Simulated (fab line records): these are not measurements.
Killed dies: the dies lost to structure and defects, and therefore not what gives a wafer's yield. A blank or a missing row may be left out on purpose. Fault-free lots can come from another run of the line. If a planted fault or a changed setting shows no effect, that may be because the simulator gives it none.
Which of the tools did it? || flow gf180mcu || 6 lots, 17 wafers sampled, at 1 step of a route of 602

== WHAT EACH GAUGE READ, for each wafer ==
GF_STI_THK_MEAS_30.
{"lot": "L536", "measured": "day 3 01:47", "on": "film metro-04", "STI_OXIDATION_02_THK (nm)": "9.59 9.65 9.62"}
{"lot": "L544", "measured": "day 3 22:02", "on": "film metro-01", "STI_OXIDATION_02_THK (nm)": "9.86 10.09"}
{"lot": "L547", "measured": "day 4 13:15", "on": "film metro-02", "STI_OXIDATION_02_THK (nm)": "9.96 9.67 9.85"}
{"lot": "L553", "measured": "day 5 20:11", "on": "film metro-02", "STI_OXIDATION_02_THK (nm)": "9.68 9.82 9.81"}
{"lot": "L555", "measured": "day 6 05:31", "on": "film metro-04", "STI_OXIDATION_02_THK (nm)": "10.07 9.99 9.87"}
{"lot": "L558", "measured": "day 6 22:55", "on": "film metro-02", "STI_OXIDATION_02_THK (nm)": "9.78 9.81 9.71"}

== EACH LOT AND THE TOOL THAT RAN IT (in order: tool; ch and the chambers of the sampled wafers; start) ==
The record shows no process step preceding these readings.

== THE ANSWER, worked out from the rows above alone ==
Rule: usual is defined by the lots themselves. The widest of any qualifying gaps counts: lots, ordered by their means at a reading, are off when they make up no more than a third of the lots, leave a main group of 4 or more, and stand apart from it by 3 or more times the standard deviation of that group's means. The tables above print the reading to a certain number of digits; a main group whose means all agree to those digits is not used. Also off: a lot with no number at a reading for which 4 or more lots have one. All remaining lots with rows at the step are treated as sound.
Nothing can be told from this: no lot is off at any reading shown.

== WHAT THE SIMULATOR HAD PUT IN ==
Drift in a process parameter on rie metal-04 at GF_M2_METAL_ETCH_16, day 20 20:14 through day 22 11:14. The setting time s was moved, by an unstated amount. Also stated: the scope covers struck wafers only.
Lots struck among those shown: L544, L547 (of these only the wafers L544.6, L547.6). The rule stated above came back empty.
